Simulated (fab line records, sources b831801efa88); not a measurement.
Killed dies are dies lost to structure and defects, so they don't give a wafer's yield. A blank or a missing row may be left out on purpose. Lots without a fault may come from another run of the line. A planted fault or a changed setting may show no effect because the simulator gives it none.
Problem report in the 8D (eight disciplines) form, filled by code | flow sky130 | the parts of the form that need people (team, actions taken, sign-off) are left out

1. THE PROBLEM
METAL5_ALCU_RS at SKY_METAL5_RS_MEAS_05 reads a mean of 0.01761 ohm/sq on 4 wafers of 3 lots; wafers without a fault read 0.02706 ohm/sq with a standard deviation of 0.00027. That is -35 standard deviations from the usual mean.
The step: measures by four-point-probe.
First seen on wafer L906.5, day 45 01:34, on film_metro-02. The record holds 37 wafers of 13 lots with a number at this step. Rule for "out", or "out of limits": more than 4 standard deviations from the usual mean. The other wafers with a number count as sound.

2. WHAT IT IS AND WHAT IT IS NOT
question                    | is                             | is not
which readings at this step | METAL5_ALCU_RS                 | -
which lots                  | L906, L909, L911               | L901, L902, L903, L914, L915, L919, L921, L922, L923, L924
which wafers of those lots  | L906.5, L909.5, L911.2, L911.5 | L906.3, L909.3, L911.3
read on which gauges        | film_metro-02, film_metro-04   | film_metro-03
when                        | from day 45 01:34              | up to then (10 sound wafers); but 23 sound wafers of L909, L911, L914, L915, L919, L921, L922, L923, L924 came after

3. SUSPECTS, AND WHAT RULES EACH OUT
Counting: a tool at a process step up to the reading stays a suspect if it ran every lot that is out. Sound lots after the first of them don't rule it out here, since some wafers of a struck lot are sound.
- the gauge at SKY_METAL5_RS_MEAS_05: ruled out. The wafers that are out were read on 2 gauges (film_metro-02, film_metro-04).
- pvd_sputter-03 at SKY_METAL5_SPUTTER_00 (material Ti, target thk 15 nm, time 10 s): kept. It ran every lot that is out, first L906 (day 45 01:21); its last sound lot up to then is L901 (day 42 13:20).
- pvd_sputter-03 at SKY_METAL5_SPUTTER_02 (material AlCu, target thk 1150 nm, time 61.2 s): kept. It ran every lot that is out, first L906 (day 45 01:24); its last sound lot up to then is L901 (day 42 13:23).
Left after counting: pvd_sputter-03 at SKY_METAL5_SPUTTER_00, pvd_sputter-03 at SKY_METAL5_SPUTTER_02.

4. THE CAUSE (what the simulator had put in)
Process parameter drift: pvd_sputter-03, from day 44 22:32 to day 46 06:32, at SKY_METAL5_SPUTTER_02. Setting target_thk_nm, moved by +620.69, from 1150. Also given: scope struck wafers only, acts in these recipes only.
Counting left 2 suspects, and this tool is among them.

5. THE CHAIN OF EFFECTS, in route order
Each row: a reading whose mean over the struck wafers that have a number lies more than 3 standard deviations from the usual. Only readings for which the record gives a usual standard deviation are gone through. hours: the time from each lot's start at the first step in this table that gives one to its start at this step, as a median over the lots. sigmas: the change in usual standard deviations.
hours | step                     | reading         | usual          | on struck wafers | change   | sigmas
0     | SKY_METAL5_RS_MEAS_05    | METAL5_ALCU_RS  | 0.02706 ohm/sq | 0.01761          | -0.00945 | -35
0     | SKY_METAL5_THK_MEAS_06   | METAL5_ALCU_THK | 1171 nm        | 1800             | +629     | +48
20    | SKY_METAL5_METAL_ETCH_15 | oes_product_au  | 0.893 a.u.     | 1.004            | +0.111   | +24
The process steps in it:
- SKY_METAL5_METAL_ETCH_15: etches the open film in Cl2/BCl3, stops on SiO2, target depth 1260 nm, time 252 s.

6. WHAT WOULD HAVE CAUGHT IT SOONER
In this record the first reading out of limits at a measuring or inspecting step was taken at day 45 01:34, 3 hours after the fault began at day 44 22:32.
Of the tool readings at SKY_METAL5_SPUTTER_02 for which the record gives a usual standard deviation, none was out on any struck wafer, so an alarm limit of 4 standard deviations on them would not have fired.
Of the lots that are out (3), L909, L911 began SKY_METAL5_SPUTTER_02 on pvd_sputter-03 after day 45 01:34. A hold on the tool at that time would have spared those 2.
